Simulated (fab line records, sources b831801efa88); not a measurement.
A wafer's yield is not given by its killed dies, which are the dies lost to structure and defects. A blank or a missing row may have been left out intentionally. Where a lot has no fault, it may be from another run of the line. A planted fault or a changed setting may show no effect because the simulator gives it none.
2 desks, one fault + flow gf180mcu + what lay behind the numbers comes last; until then each desk has only its own

FROM THE METROLOGY DESK
Lot by lot, what the gauges showed, no matter which tool ran the lot: averages of those sampled wafers that carry a number. If a lot's mean is further than 4 standard deviations from the usual mean, the lot is out of limits and carries the mark OUT (the distance appears in the brackets).
Columns: A = V1_CVD_00_THK at GF_V1_THK_MEAS_01, usual 598 nm
| lot  | first seen here | A   |
|------|-----------------|-----|
| L407 | day 18 17:04    | 589 |
| L408 | day 18 22:08    | 596 |
| L413 | day 21 06:36    | 609 |
| L414 | day 21 09:28    | 601 |
| L415 | day 21 17:28    | 593 |
| L418 | day 22 21:08    | 607 |
| L420 | day 23 10:28    | 596 |
| L421 | day 23 23:40    | 597 |
| L423 | day 24 09:08    | 597 |
| L424 | day 24 12:41    | 593 |
| L425 | day 25 02:47    | 602 |
| L426 | day 25 03:45    | 599 |
Result from this desk: across the 12 lots, nothing is out of limits.

AT THE TOOL OWNER'S DESK: pvdSputter-04
The tool's own readings at GF_M1_SPUTTER_04 (material TiN, target thk 50 nm, time 41.7 s): means of the sampled wafers that have a number, for each lot that ran on this tool. If a lot's mean is further than 4 standard deviations from the usual mean, the lot is out of limits and carries the mark OUT (the distance appears in the brackets).
Columns: A = cathodeDcPowerW at GF_M1_SPUTTER_04, usual 6500.0 W; B = chamberPressurePa at GF_M1_SPUTTER_04, usual 0.4000 Pa; C = throttleValvePct at GF_M1_SPUTTER_04, usual 30.2 %
| lot  | first seen here | A      | B                | C    |
|------|-----------------|--------|------------------|------|
| L413 | day 20 05:27    | 6499.5 | 0.3336 (-81) OUT | 33.6 |
| L414 | day 20 08:41    | 6498.2 | 0.3347 (-80) OUT | 33.7 |
| L421 | day 23 00:28    | 6500.3 | 0.4003           | 30.1 |
| L423 | day 23 09:34    | 6499.7 | 0.4004           | 30.6 |
| L424 | day 23 13:50    | 6500.2 | 0.3999           | 30.2 |
Finding of this desk: L413, L414 out of limits; the first was L413 at day 20 05:27, on chamberPressurePa at GF_M1_SPUTTER_04. In limits: L421, L423, L424.

BROUGHT TOGETHER
An alarm could have come from the tool owner's desk at day 20 05:27, on L413, L414.
Nothing out of limits was seen by the metrology desk.
The metrology desk has L413, L414 on record, within its limits.
GF_M1_SPUTTER_04 was run on pvdSputter-04 by each of the lots named.

WHAT HAD BEEN PUT IN BY THE SIMULATOR
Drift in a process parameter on pvdSputter-04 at GF_M1_SPUTTER_04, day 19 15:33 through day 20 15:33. Setting chamberPressurePa, moved by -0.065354, from 0.4. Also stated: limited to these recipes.
Shown lots that were struck: L413, L414.
Time in hours from fault onset to the first out-of-limits reading at each desk: the tool owner's desk, 14.
